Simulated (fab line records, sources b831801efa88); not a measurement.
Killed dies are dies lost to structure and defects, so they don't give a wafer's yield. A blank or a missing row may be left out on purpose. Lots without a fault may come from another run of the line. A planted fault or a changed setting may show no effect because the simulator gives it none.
Problem report in the 8D (eight disciplines) form, filled by code | flow gf180mcu | the parts of the form that need people (team, actions taken, sign-off) are left out

1. THE PROBLEM
cathode_dc_power_W at GF_V3_SPUTTER_21 reads a mean of 2080.1 W on 6 wafers of 2 lots; wafers without a fault read 2500.0 W with a standard deviation of 0.48. That is -99 or more standard deviations from the usual mean.
The step: material Ti, target thk 15 nm, time 80.02 s.
First seen on wafer L300.1, day 23 15:10, on pvd_sputter-04. The record holds 18 wafers of 6 lots with a number at this step. Rule for "out", or "out of limits": more than 4 standard deviations from the usual mean. The other wafers with a number count as sound.

2. WHAT IT IS AND WHAT IT IS NOT
question                    | is                     | is not
which readings at this step | cathode_dc_power_W     | throttle_valve_pct
which lots                  | L300, L302             | L297, L314, L315, L318
which wafers of those lots  | all that have a number | -
read on which tools         | pvd_sputter-04         | pvd_sputter-02, pvd_sputter-03
when                        | from day 23 15:10      | up to then (3 sound wafers); but 9 sound wafers of L314, L315, L318 came after

3. SUSPECTS, AND WHAT RULES EACH OUT
Counting: a tool at a process step up to the reading stays a suspect if it ran every lot that is out and no sound lot after the first of them.
- rie_diel-01 at GF_V3_ETCH_16 (etches BARC in N2/H2): ruled out as a lasting fault. Sound lots L315 ran on it after its first lot that is out, L300 (day 23 14:29).
- rie_diel-01 at GF_V3_ETCH_17 (etches SiO2 in C4F8/O2/Ar, stops on TiN, target depth 635 nm): ruled out as a lasting fault. Sound lots L315 ran on it after its first lot that is out, L300 (day 23 14:37). GF_V3_ETCH_17 gives no start for some lots, so the hours and the order of its lots are those of GF_V3_STRIP_18.
- pvd_sputter-04 at GF_V3_SPUTTER_21 (material Ti, target thk 15 nm, time 80.02 s): ruled out as a lasting fault. Sound lots L314, L315 ran on it after its first lot that is out, L300 (day 23 15:10).
Left after counting: nothing in the record.

4. THE CAUSE (what the simulator had put in)
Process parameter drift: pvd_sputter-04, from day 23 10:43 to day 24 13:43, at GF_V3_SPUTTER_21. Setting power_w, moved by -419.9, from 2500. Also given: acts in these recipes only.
Counting ruled it out, wrongly.

5. THE CHAIN OF EFFECTS, in route order
Each row: a reading whose mean over the struck wafers that have a number lies more than 3 standard deviations from the usual. Only readings for which the record gives a usual standard deviation are gone through. hours: the time from each lot's start at the first step in this table that gives one to its start at this step, as a median over the lots. sigmas: the change in usual standard deviations.
hours | step             | reading            | usual    | on struck wafers | change | sigmas
0     | GF_V3_SPUTTER_21 | cathode_dc_power_W | 2500.0 W | 2080.1           | -419.9 | -99 or more
The process steps in it:
- GF_V3_SPUTTER_21: material Ti, target thk 15 nm, time 80.02 s.

6. WHAT WOULD HAVE CAUGHT IT SOONER
In this record the first reading out of limits was taken at day 23 15:10, 4 hours after the fault began at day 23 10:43.
